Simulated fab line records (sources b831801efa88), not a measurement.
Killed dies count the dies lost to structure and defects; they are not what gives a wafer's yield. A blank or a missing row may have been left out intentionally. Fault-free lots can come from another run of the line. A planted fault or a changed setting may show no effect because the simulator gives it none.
Split-lot trial | flow sky130 | on a route of 708 steps: 5 lots, 23 wafers read

== THE SPLIT ITSELF ==
At SKY_METAL2_DEVELOP_14 (develop time 60 s), the setting developTimeS was moved away from the recipe's 60 s on 7 of the 23 wafers read, by -8.3% to +12.5%. For the rest of the wafers, this setting stayed at what the recipe calls for.

Split to reading: the file shows no intervening step.

== THE READING ==
METAL2.cdNm (the simulator's own value, which no gauge read), in nm, at SKY_METAL2_DESCUM_17 (chemistry O2, time 8 s). No usual value for it is given in the file. Average 139.9 nm, standard deviation 1 nm, over the 16 wafers here run with the recipe.

wafer  | tool, chamber at the split | developTimeS as run, s | against the recipe | METAL2.cdNm, nm | against lot-mates on the recipe
L074.1 | lithoTrack-04, 0           | 60                     | recipe             | 140.9           | -
L074.3 | lithoTrack-04, 0           | 60                     | recipe             | 140.3           | -
L074.4 | lithoTrack-04, 0           | 60                     | recipe             | 140.4           | -
L074.5 | lithoTrack-04, 0           | 60                     | recipe             | 140             | -
L074.6 | lithoTrack-04, 0           | 60                     | recipe             | 140.5           | -
L079.4 | lithoTrack-04, 0           | 60                     | recipe             | 138.9           | -
L079.5 | lithoTrack-04, 0           | 60                     | recipe             | 139.3           | -
L079.6 | lithoTrack-04, 0           | 60                     | recipe             | 140             | -
L082.1 | lithoTrack-01, 0           | 60                     | recipe             | 139             | -
L082.2 | lithoTrack-01, 0           | 67.51                  | +12.5%             | 135.9           | -2.3
L082.4 | lithoTrack-01, 0           | 60                     | recipe             | 137.7           | -
L082.5 | lithoTrack-01, 0           | 67.51                  | +12.5%             | 137             | -1.2
L082.6 | lithoTrack-01, 0           | 60                     | recipe             | 138             | -
L083.1 | lithoTrack-01, 0           | 60                     | recipe             | 140.8           | -
L083.2 | lithoTrack-01, 0           | 60                     | recipe             | 141             | -
L083.3 | lithoTrack-01, 0           | 55.02                  | -8.3%              | 143.1           | +2.2
L083.4 | lithoTrack-01, 0           | 55.02                  | -8.3%              | 142.6           | +1.7
L083.5 | lithoTrack-01, 0           | 55.02                  | -8.3%              | 143.3           | +2.4
L084.1 | lithoTrack-03, 0           | 60                     | recipe             | 141.5           | -
L084.2 | lithoTrack-03, 0           | 66.38                  | +10.6%             | 138.4           | -2.3
L084.3 | lithoTrack-03, 0           | 60                     | recipe             | 140.5           | -
L084.5 | lithoTrack-03, 0           | 60                     | recipe             | 140.2           | -
L084.6 | lithoTrack-03, 0           | 66.38                  | +10.6%             | 139.2           | -1.5

FIT RESULTS
A straight line over all 23 wafers: METAL2.cdNm changes by -0.258 nm for each +1% of developTimeS; r = -0.81; the points scatter about the line by 1.1 nm.
The same after taking each lot's own level away (the mean of its wafers on the recipe; 23 wafers): -0.189 nm for each +1%; r = -0.91; scatter 0.5 nm.
The reading moves by 2.4 nm for the largest change in developTimeS, on that fit.
The span of the lots' own levels, 138.23 to 140.90 nm, comes to 2.6 times the standard deviation stated above.
Thus the slope moves with the lot-to-lot level: the two fits are different.
Check: -2.21 nm against its lot-mates is what the line predicts for one of the wafers moved furthest among these (+12.5%) when that wafer is left out of the fit. Against them it came out at -2.33 nm.

== FURTHER SPLITS ON THESE WAFERS ==
Note: prior to the reading, these wafers also went through further splits. Each is held against what the fit with the lots' levels taken away leaves over:
other split on the same wafers | wafers away from the commonest value | r with METAL2.cdNm (lot level and that fit taken away)
SKY_VIA1_COAT_07 spinRpm       | 8                                    | +0.12
SKY_VIA1_SPUTTER_20 powerW     | 5                                    | +0.30
SKY_METAL2_SPUTTER_02 timeS    | 8                                    | +0.24

== THE FILE'S OWN FIT ==
METAL2.cdNm changes by -0.179 nm for each +1% of developTimeS, r = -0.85.
